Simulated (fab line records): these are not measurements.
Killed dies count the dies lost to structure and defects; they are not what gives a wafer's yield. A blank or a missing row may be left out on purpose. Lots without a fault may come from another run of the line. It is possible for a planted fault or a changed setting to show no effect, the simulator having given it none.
Which of the tools did it? / flow sky130 / 33 wafers from 11 lots sampled at 2 of the route's 708 steps

== WHAT THE GAUGES SHOWED, per wafer ==
SKY_METAL1_RS_MEAS_05: a four-point-probe measurement. Usual: METAL1_ALCU_RS gives 0.1263 ohm/sq (standard deviation 0.0012).
lot=L945; measured=day 31 19:55; on=film_metro-04; METAL1_ALCU_RS (ohm/sq)=0.1258 0.1268 0.1270; flag=
lot=L946; measured=day 32 15:08; on=film_metro-02; METAL1_ALCU_RS (ohm/sq)=0.1281 0.1274 0.1267; flag=
lot=L951; measured=day 34 04:38; on=film_metro-03; METAL1_ALCU_RS (ohm/sq)=0.1251 0.1257 0.1246; flag=
lot=L950; measured=day 34 04:56; on=film_metro-03; METAL1_ALCU_RS (ohm/sq)=0.1252 0.1277 0.1260; flag=
lot=L949; measured=day 34 05:52; on=film_metro-04; METAL1_ALCU_RS (ohm/sq)=0.1265 0.1259 0.1255; flag=
lot=L956; measured=day 35 11:13; on=film_metro-02; METAL1_ALCU_RS (ohm/sq)=0.1277 0.1261 0.1246; flag=
lot=L957; measured=day 35 20:01; on=film_metro-04; METAL1_ALCU_RS (ohm/sq)=0.1242 0.1247 0.1237; flag=
lot=L958; measured=day 35 23:31; on=film_metro-04; METAL1_ALCU_RS (ohm/sq)=0.1262 0.1260 0.1265; flag=
lot=L962; measured=day 37 10:08; on=film_metro-04; METAL1_ALCU_RS (ohm/sq)=0.1257 0.1269 0.1262; flag=
lot=L965; measured=day 38 00:00; on=film_metro-02; METAL1_ALCU_RS (ohm/sq)=0.1241 0.1252 0.1249; flag=
lot=L967; measured=day 38 15:36; on=film_metro-04; METAL1_ALCU_RS (ohm/sq)=0.1262 0.1288 0.1274; flag=

== EACH LOT AND THE TOOL THAT RAN IT (in order: tool; ch and the chambers of the sampled wafers; start) ==
lot=L945; SKY_METAL1_SPUTTER_02=pvd_sputter-02, day 31 19:47
lot=L946; SKY_METAL1_SPUTTER_02=pvd_sputter-04, day 32 15:03
lot=L951; SKY_METAL1_SPUTTER_02=pvd_sputter-02, day 34 04:33
lot=L950; SKY_METAL1_SPUTTER_02=pvd_sputter-04, day 34 04:51
lot=L949; SKY_METAL1_SPUTTER_02=pvd_sputter-02, day 34 05:45
lot=L956; SKY_METAL1_SPUTTER_02=pvd_sputter-02, day 35 11:07
lot=L957; SKY_METAL1_SPUTTER_02=pvd_sputter-03, day 35 19:55
lot=L958; SKY_METAL1_SPUTTER_02=pvd_sputter-02, day 35 23:23
lot=L962; SKY_METAL1_SPUTTER_02=pvd_sputter-03, day 37 10:03
lot=L965; SKY_METAL1_SPUTTER_02=pvd_sputter-02, day 37 23:55
lot=L967; SKY_METAL1_SPUTTER_02=pvd_sputter-02, day 38 15:31
- SKY_METAL1_SPUTTER_02: material AlCu, target thk 250 nm, time 13.3 s.

== AS READ BY THE TOOLS THEMSELVES (means over the sampled wafers that have a number; for cases with no such wafer, the mark the record gives instead) ==
SKY_METAL1_SPUTTER_02. Usual: cathode_dc_power_W 10600 W, standard deviation 1.8; throttle_valve_pct 30.1 %, standard deviation 0.72.
lot=L945; tool=pvd_sputter-02; cathode_dc_power_W (W)=10599; throttle_valve_pct (%)=30.3; flag=
lot=L946; tool=pvd_sputter-04; cathode_dc_power_W (W)=10600; throttle_valve_pct (%)=30.5; flag=
lot=L951; tool=pvd_sputter-02; cathode_dc_power_W (W)=10602; throttle_valve_pct (%)=29.6; flag=
lot=L950; tool=pvd_sputter-04; cathode_dc_power_W (W)=10600; throttle_valve_pct (%)=29.0; flag=
lot=L949; tool=pvd_sputter-02; cathode_dc_power_W (W)=10599; throttle_valve_pct (%)=30.2; flag=
lot=L956; tool=pvd_sputter-02; cathode_dc_power_W (W)=10600; throttle_valve_pct (%)=29.4; flag=
lot=L957; tool=pvd_sputter-03; cathode_dc_power_W (W)=10599; throttle_valve_pct (%)=30.6; flag=
lot=L958; tool=pvd_sputter-02; cathode_dc_power_W (W)=10599; throttle_valve_pct (%)=30.3; flag=
lot=L962; tool=pvd_sputter-03; cathode_dc_power_W (W)=10600; throttle_valve_pct (%)=30.5; flag=
lot=L965; tool=pvd_sputter-02; cathode_dc_power_W (W)=10599; throttle_valve_pct (%)=29.8; flag=
lot=L967; tool=pvd_sputter-02; cathode_dc_power_W (W)=10599; throttle_valve_pct (%)=30.1; flag=

== THE ANSWER, worked out from the rows above alone ==
Rule: lot off if the mean of its wafers having a number is beyond 3 standard deviations from the usual mean. A lot without any number at a reading at which 4 lots or more have one is off too. All remaining lots with rows at the step are treated as sound. The gauges are gone through in route order, then the tools' own readings, and for those a lot's mean is taken as printed above. At the first step where some lot is off, the reading lying furthest off is the one used; lots without a number count as furthest.
No lot is off on any of the readings shown, so nothing can be concluded from this.

== WHAT WAS PUT IN BY THE SIMULATOR ==
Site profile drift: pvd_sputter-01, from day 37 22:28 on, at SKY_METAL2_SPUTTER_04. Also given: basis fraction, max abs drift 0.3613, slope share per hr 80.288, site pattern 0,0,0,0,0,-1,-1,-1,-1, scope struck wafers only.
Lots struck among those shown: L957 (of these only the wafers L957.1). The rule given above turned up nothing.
